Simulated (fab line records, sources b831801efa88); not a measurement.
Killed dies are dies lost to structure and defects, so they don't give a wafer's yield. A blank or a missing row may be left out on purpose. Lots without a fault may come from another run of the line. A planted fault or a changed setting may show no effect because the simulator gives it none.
fab line records | flow sky130
record lots=14 wafers=42 last_day=50
route steps=708 shown METAL4@601 CAP2M@605
lots that met no fault: from a run of the same line without faults
start_h: hours from the record's first day to the start of the lot's first wafer shown | wait_h: hours since the lot's step before | " the same as in the row above | L1.1+2: a row that stands for several wafers | - no value, or no start given | * or withheld: withheld | < > ~ a bound
route shown NAME@n: a module of which the file shows steps, and the number in the route of the first | usual: mean/standard deviation of fault-free wafers | same: alike in all rows | chamber/n: place in a boat | sites: the reading at each site | _std_site: their standard deviation | _edge_site: outer sites' mean less inner sites' | radius_mm: how far each site lies from the wafer's centre | mask NAME#n: copy n | behind: the tool/chamber that last shaped the wafer | hold: why the lot was held/for how many hours/how that ended | device: the transistor (n, p or np) that didn't switch | end of line: the same wafers' tests at the end of the route | a step without rows: its recipe alone | killed: dies lost to structure and defects at the first sort, not the wafer's yield | map: a wafer's dies, x killed, . not, _ none there
set.NAME: the setting as run; set.NAME@STEP: as run at that earlier step | model.NAME: the simulator's own value behind a step, which no gauge read
steps of the route over a sample of lots; a table a step, a row a wafer
services: from which hour (start_h, from the record's first day; less than 0 if before it) a tool's chamber was out of use, for how many hours, and why
## steps
# step SKY_METAL4_SPUTTER_03
# recipe material=Ti target_thk_nm=5 power_w=3000 time_s=3.3 chamber_pressure_pa=0.4
# usual throttle_valve_pct=30.7/0.78
# same time_s=3.3
# columns lot.wafer tool chamber start_h wait_h throttle_valve_pct
L606.2 pvd_sputter-01 - 940.68 0.0 31.7
L606.3 " - " " 31.2
L606.5 " - " " 31.7
L607.1 pvd_sputter-01 - 945.12 0.0 30.9
L607.2 " - " " 31.3
L607.3 " - " " 30.7
L608.2 pvd_sputter-03 - 946.73 0.0 30.7
L608.3 " - " " 29.6
L608.4 " - " " 30.7
L609.1 pvd_sputter-01 - 949.33 0.0 32.0
L609.4 " - " " 30.9
L609.5 " - " " 31.6
L610.1 pvd_sputter-01 - 950.88 0.0 31.1
L610.2 " - " " 30.4
L610.4 " - " " 31.8
L619.1 pvd_sputter-04 - 1025.24 0.0 29.5
L619.3 " - " " 31.4
L619.5 " - " " 29.5
L620.1 pvd_sputter-01 - 1027.08 0.0 30.9
L620.3 " - " " 30.9
L620.6 " - " " 30.9
L622.4 pvd_sputter-04 - 1041.32 0.0 29.4
L622.5 " - " " 31.2
L622.6 " - " " 31.5
L623.2 pvd_sputter-04 - 1044.89 0.0 31.6
L623.4 " - " " 31.1
L623.6 " - " " 31.1
L625.4 pvd_sputter-04 - 1063.92 0.0 31.1
L625.5 " - " " 29.7
L625.6 " - " " 31.6
L626.2 pvd_sputter-01 - 1065.52 0.0 30.6
L626.4 " - " " 30.7
L626.6 " - " " 31.1
L627.1 pvd_sputter-03 - 1071.28 0.0 29.2
L627.3 " - " " 30.0
L627.6 " - " " 29.5
L628.1 pvd_sputter-01 - 1073.48 0.0 30.9
L628.3 " - " " 31.9
L628.5 " - " " 30.6
L629.1 pvd_sputter-03 - 1083.18 0.0 30.3
L629.2 " - " " 29.5
L629.6 " - " " 30.5
# step SKY_CAP2M_SPUTTER_02
# recipe material=TiN target_thk_nm=200 temp_c=300 power_w=6500 time_s=166.7 chamber_pressure_pa=0.4
# usual susceptor_temp_C=299.98/0.18 throttle_valve_pct=29.9/1.2
# same time_s=166.7
# columns lot.wafer tool chamber start_h wait_h susceptor_temp_C throttle_valve_pct
L606.2 pvd_sputter-02 - 940.83 0.0 300.16 26.5
L606.3 " - " " 300.08 29.6
L606.5 " - " " 300.21 30.0
L607.1 pvd_sputter-02 - 945.29 0.1 299.83 27.1
L607.2 " - " " 299.96 29.5
L607.3 " - " " 300.09 30.0
L608.2 pvd_sputter-02 - 946.88 0.0 299.99 29.8
L608.3 " - " " 300.02 26.8
L608.4 " - " " 299.62 30.0
L609.1 pvd_sputter-03 - 949.48 0.1 299.90 30.0
L609.4 " - " " 300.08 30.5
L609.5 " - " " 299.85 30.0
L610.1 pvd_sputter-03 - 951.03 0.1 300.11 30.3
L610.2 " - " " 299.78 30.0
L610.4 " - " " 299.86 30.3
L619.1 pvd_sputter-02 - 1025.39 0.1 300.07 30.1
L619.3 " - " " 299.88 26.6
L619.5 " - " " 299.91 29.4
L620.1 pvd_sputter-02 - 1027.23 0.1 299.94 29.5
L620.3 " - " " 299.95 27.3
L620.6 " - " " 300.20 29.9
L622.4 pvd_sputter-01 - 1041.47 0.0 299.60 30.9
L622.5 " - " " 300.15 31.9
L622.6 " - " " 299.84 30.6
L623.2 pvd_sputter-03 - 1045.04 0.0 299.85 30.4
L623.4 " - " " 299.97 29.5
L623.6 " - " " 300.04 30.0
L625.4 pvd_sputter-02 - 1064.07 0.0 299.90 29.5
L625.5 " - " " 300.04 29.3
L625.6 " - " " 299.98 30.0
L626.2 pvd_sputter-03 - 1065.67 0.0 299.58 29.4
L626.4 " - " " 299.93 30.0
L626.6 " - " " 300.30 29.9
L627.1 pvd_sputter-01 - 1071.44 0.1 300.11 31.6
L627.3 " - " " 299.72 31.2
L627.6 " - " " 299.84 31.0
L628.1 pvd_sputter-02 - 1073.64 0.1 299.68 29.8
L628.3 " - " " 299.63 29.3
L628.5 " - " " 299.68 29.8
L629.1 pvd_sputter-02 - 1083.33 0.1 299.94 30.1
L629.2 " - " " 299.87 29.6
L629.6 " - " " 300.07 29.4
# step SKY_CAP2M_THK_MEAS_04
# recipe thk_meas_gauge=xrf reads=TiN_of_CAP2M_SPUTTER_02
# usual CAP2M_TIN_THK=196.1/2.2
# columns lot.wafer tool chamber start_h wait_h CAP2M_TIN_THK[nm]
L606.2 film_metro-01 - 941.07 0.1 200.7
L606.3 " - " " 199.1
L606.5 " - " " 199.6
L607.1 film_metro-02 - 945.52 0.1 196.1
L607.2 " - " " 194.2
L607.3 " - " " 193.2
L608.2 film_metro-01 - 947.12 0.1 197.8
L608.3 " - " " 199.0
L608.4 " - " " 196.8
L609.1 film_metro-02 - 949.71 0.1 196.3
L609.4 " - " " 194.0
L609.5 " - " " 195.2
L610.1 film_metro-02 - 951.26 0.1 198.4
L610.2 " - " " 197.0
L610.4 " - " " 197.7
L619.1 film_metro-02 - 1025.62 0.1 193.8
L619.3 " - " " 197.6
L619.5 " - " " 194.5
L620.1 film_metro-01 - 1027.46 0.1 192.1
L620.3 " - " " 195.8
L620.6 " - " " 195.5
L622.4 film_metro-02 - 1041.73 0.1 199.9
L622.5 " - " " 196.9
L622.6 " - " " 197.4
L623.2 film_metro-04 - 1045.28 0.1 197.0
L623.4 " - " " 201.2
L623.6 " - " " 198.9
L625.4 film_metro-04 - 1064.33 0.1 193.2
L625.5 " - " " 194.4
L625.6 " - " " 194.8
L626.2 film_metro-02 - 1065.91 0.1 198.4
L626.4 " - " " 197.9
L626.6 " - " " 196.8
L627.1 film_metro-04 - 1071.67 0.1 195.8
L627.3 " - " " 200.2
L627.6 " - " " 198.5
L628.1 film_metro-02 - 1073.86 0.1 193.8
L628.3 " - " " 195.9
L628.5 " - " " 195.5
L629.1 film_metro-04 - 1083.56 0.1 194.3
L629.2 " - " " 193.2
L629.6 " - " " 194.9
# step SKY_METAL4_METAL_ETCH_18
# recipe target_depth_a=8450 stop_on=SiO2 over_etch_frac=0.3 time_s=183.1 chemistry=Cl2/BCl3 resist_sidewall_deg=88 pressure_mtorr=10 icp_w=900 bias_w=48.5 Cl2_flow_sccm=60 bcl3_flow_sccm=30
# usual bcl3_flow_sccm=30.01/0.093 bias_w=48.48/0.15 drypump_motor_current_A=5.3/0.4 oes_product_au=0.863/0.007 throttle_valve_pct=22.265/0.0087 time_s=183.1/0
# columns lot.wafer tool chamber start_h wait_h bcl3_flow_sccm bias_w drypump_motor_current_A oes_product_au rf_hours_counter_h throttle_valve_pct time_s
L606.2 rie_metal-04 1 989.72 0.0 29.86 48.23 4.7 0.858 11 22.256 183.1
L606.3 " 0 " " 29.82 48.39 6.1 0.869 - 22.276 183.1
L606.5 " 0 " " 30.07 48.57 6.1 0.870 - 22.260 183.1
L607.1 rie_metal-04 1 993.92 0.0 29.96 48.45 4.7 0.868 11 22.264 183.1
L607.2 " 0 " " 29.99 48.74 6.1 0.858 17 22.262 183.1
L607.3 " 0 " " 30.03 48.73 6.1 0.877 - 22.262 183.1
L608.2 rie_metal-01 1 995.07 0.0 30.07 48.48 5.2 0.865 14 22.272 183.1
L608.3 " 0 " " 29.95 48.73 5.6 0.854 - 22.266 183.1
L608.4 " 1 " " 29.99 48.39 5.2 0.870 - 22.268 183.1
L609.1 rie_metal-02 0 997.77 0.0 - - - - - - -
L609.4 " 0 " " - - - - - - -
L609.5 " 0 " " - - - - - - -
L610.1 rie_metal-01 1 1000.02 0.0 - - - - - - -
L610.2 " 0 " " - - - - - - -
L610.4 " 0 " " - - - - - - -
L619.1 rie_metal-04 0 1070.91 0.0 30.26 48.51 6.1 0.861 22 22.262 183.1
L619.3 " 0 " " 30.00 48.58 6.1 0.862 - 22.264 183.1
L619.5 " 1 " " 29.81 48.65 4.7 0.861 - 22.272 183.1
L620.1 rie_metal-01 1 1072.06 0.0 29.90 48.31 5.2 0.865 19 22.250 183.1
L620.3 " 0 " " 29.99 48.42 5.6 0.875 - 22.250 183.1
L620.6 " 1 " " 30.00 48.60 5.2 0.873 - 22.271 183.1
L622.4 rie_metal-01 1 1084.48 0.1 29.98 48.39 5.1 0.873 - 22.252 183.1
L622.5 " 0 " " 30.19 48.06 5.6 0.869 - 22.258 183.1
L622.6 " 1 " " 30.02 48.38 5.1 0.873 - 22.270 183.1
L623.2 rie_metal-01 0 1089.11 0.0 30.04 48.73 5.6 0.858 13 22.260 183.1
L623.4 " 1 " " 30.02 48.54 5.2 0.862 - 22.248 183.1
L623.6 " 0 " " 30.09 48.67 5.6 0.867 - 22.257 183.1
L625.4 rie_metal-01 0 1106.33 0.1 30.15 48.43 5.6 0.849 - 22.245 183.1
L625.5 " 0 " " 30.09 48.18 5.6 0.861 - 22.276 183.1
L625.6 " 1 " " 30.07 48.75 5.1 0.862 - 22.270 183.1
L626.2 rie_metal-02 0 1107.72 0.0 29.93 48.38 5.1 0.871 5 22.275 183.1
L626.4 " 1 " " 30.02 48.26 5.3 0.864 - 22.266 183.1
L626.6 " 1 " " 30.03 48.22 5.3 0.856 - 22.272 183.1
L627.1 rie_metal-02 0 1113.47 0.0 29.95 48.37 5.1 0.868 6 22.290 183.1
L627.3 " 1 " " 29.98 48.41 5.3 0.870 - 22.269 183.1
L627.6 " 0 " " 29.94 48.66 5.1 0.868 - 22.270 183.1
L628.1 rie_metal-01 1 1115.21 0.0 30.08 48.49 5.1 0.876 23 22.262 183.1
L628.3 " 1 " " 30.12 48.48 5.1 0.857 - 22.274 183.1
L628.5 " 1 " " 30.00 48.50 5.2 0.865 - 22.256 183.1
L629.1 rie_metal-01 1 1123.77 0.0 29.97 48.37 5.1 0.868 24 22.271 183.1
L629.2 " 0 " " 29.98 48.36 5.6 0.856 16 22.276 183.1
L629.6 " 1 " " 30.00 48.49 5.1 0.875 - 22.257 183.1
# step SKY_METAL4_STRIP_19
# recipe chemistry=O2/N2 power_w=1400 pressure_mtorr=1500 platen_temp_c=withheld o2_flow_sccm=3000 n2_flow_sccm=300 overash_fraction=0.5
# usual drypump_motor_current_A=5.11/0.22 n2_flow_sccm=300.1/1 oes_product_au=0.501/0.0054 strip_time_to_endpoint_s=6.50/0.06
# columns lot.wafer tool chamber start_h wait_h drypump_motor_current_A n2_flow_sccm oes_product_au rf_hours_counter_h strip_time_to_endpoint_s
L606.2 plasma_asher-03 1 989.90 0.1 5.34 299.8 0.502 55 6.56
L606.3 " 0 " " 5.10 300.3 0.510 - 6.47
L606.5 " 0 " " 5.12 300.5 0.497 - 6.47
L607.1 plasma_asher-04 0 994.10 0.1 5.46 300.5 0.507 87 6.56
L607.2 " 1 " " 4.98 301.8 0.499 87 6.53
L607.3 " 1 " " 4.93 301.2 0.500 - 6.49
L608.2 plasma_asher-03 1 995.25 0.1 5.32 301.5 0.498 55 6.45
L608.3 " 1 " " 5.32 301.2 0.504 - 6.52
L608.4 " 0 " " 5.15 300.0 0.498 - 6.40
L609.1 plasma_asher-03 1 997.95 0.1 5.31 300.5 0.714 56 11.85
L609.4 " 0 " " 5.11 298.8 0.712 - 11.84
L609.5 " 1 " " 5.29 300.0 0.717 - 11.79
L610.1 plasma_asher-03 1 1000.20 0.1 5.30 302.1 0.707 56 11.87
L610.2 " 0 " " 5.08 300.1 0.722 56 11.86
L610.4 " 1 " " 5.30 300.4 0.716 - 11.85
L619.1 plasma_asher-03 1 1071.09 0.1 5.31 299.6 0.495 63 6.43
L619.3 " 0 " " 5.08 299.8 0.512 - 6.48
L619.5 " 0 " " 5.09 300.1 0.504 - 6.50
L620.1 plasma_asher-04 0 1072.24 0.1 5.44 299.8 0.511 95 6.58
L620.3 " 0 " " 5.45 301.4 0.504 - 6.54
L620.6 " 1 " " 4.92 299.8 0.500 - 6.54
L622.4 plasma_asher-03 0 1084.63 0.1 5.05 300.1 0.507 - 6.39
L622.5 " 1 " " 5.32 300.3 0.498 - 6.49
L622.6 " 0 " " 5.05 297.9 0.497 - 6.38
L623.2 plasma_asher-03 0 1089.29 0.1 5.10 299.6 0.504 65 6.48
L623.4 " 1 " " 5.30 300.3 0.500 - 6.47
L623.6 " 1 " " 5.29 300.5 0.497 - 6.51
L625.4 plasma_asher-02 0 1106.48 0.1 4.77 298.8 0.504 - 6.55
L625.5 " 1 " " 5.05 301.6 0.500 - 6.48
L625.6 " 0 " " 4.76 300.9 0.508 - 6.42
L626.2 plasma_asher-02 1 1107.90 0.1 5.03 300.3 0.496 5 6.40
L626.4 " 1 " " 5.03 299.1 0.499 - 6.36
L626.6 " 1 " " 5.02 300.3 0.497 - 6.37
L627.1 plasma_asher-04 0 1113.65 0.1 5.45 302.4 0.508 97 6.53
L627.3 " 1 " " 4.98 300.3 0.499 - 6.46
L627.6 " 1 " " 4.95 300.0 0.504 - 6.51
L628.1 plasma_asher-04 0 1115.39 0.1 5.46 299.2 0.501 97 6.52
L628.3 " 0 " " 5.45 300.5 0.503 - 6.58
L628.5 " 1 " " 4.96 300.2 0.502 - 6.46
L629.1 plasma_asher-02 1 1123.95 0.1 5.03 299.3 0.504 7 6.44
L629.2 " 0 " " 4.77 300.3 0.500 7 6.53
L629.6 " 0 " " 4.77 299.8 0.500 - 6.53
## services
# columns tool chamber start_h hours kind
plasma_asher-02 - 939.75 2.7 repair
pvd_sputter-02 - 964.05 6.7 repair
pvd_sputter-03 1 973.35 - consumable_replace:kit
pvd_sputter-03 1 973.35 18.0 scheduled_down
rie_metal-02 1 976.48 4.3 repair
pvd_sputter-02 - 985.63 2.1 repair
rie_metal-04 - 986.44 0.7 repair
plasma_asher-02 - 994.81 2.2 repair
plasma_asher-02 - 1012.49 1.0 repair
pvd_sputter-04 - 1035.10 1.0 repair
pvd_sputter-01 0 1053.19 - consumable_replace:kit
pvd_sputter-01 0 1053.19 18.0 scheduled_down
pvd_sputter-01 0 1053.19 18.0 vent_cycle
plasma_asher-02 - 1055.25 9.0 pm
rie_metal-01 - 1069.14 0.3 repair
plasma_asher-03 - 1077.47 3.0 repair
rie_metal-01 - 1078.40 0.9 repair
plasma_asher-04 - 1080.56 28.1 pm
pvd_sputter-02 3 1086.28 - consumable_replace:kit
pvd_sputter-02 3 1086.28 18.0 scheduled_down
pvd_sputter-02 3 1086.28 18.0 vent_cycle
pvd_sputter-01 - 1093.33 9.9 repair
rie_metal-01 - 1099.72 1.3 repair
rie_metal-04 - 1113.84 2.8 pm
## key
first_sign step=SKY_METAL4_METAL_ETCH_18 reading=tool_record direction=missing
effect step=SKY_METAL4_STRIP_19 reading=strip_time_to_endpoint_s direction=up sigmas=89 usual=* struck=*
met_at SKY_METAL4_METAL_ETCH_18
struck_lots L609,L610
later_rows_left_out L609.1,L609.4,L609.5,L610.1,L610.2,L610.4
sort_left_out L609.1,L609.4,L609.5,L610.1,L610.2,L610.4
not_acting_at SKY_METAL4_SPUTTER_03,SKY_CAP2M_SPUTTER_02,SKY_CAP2M_THK_MEAS_04
onset_between 995.07 997.77
fault kind=skipped_step_whole tool=rie_metal-01,rie_metal-02 chamber=- onset_h=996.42 steps=SKY_METAL4_METAL_ETCH_18 scope=struck_lots_only
# sort_left_out: the simulated sort isn't trusted on such a fault, so these wafers' sort isn't shown, and their yield isn't known
# later_rows_left_out: the simulator's readings of these wafers behind a module that went badly wrong aren't trusted and aren't shown, but for the sort
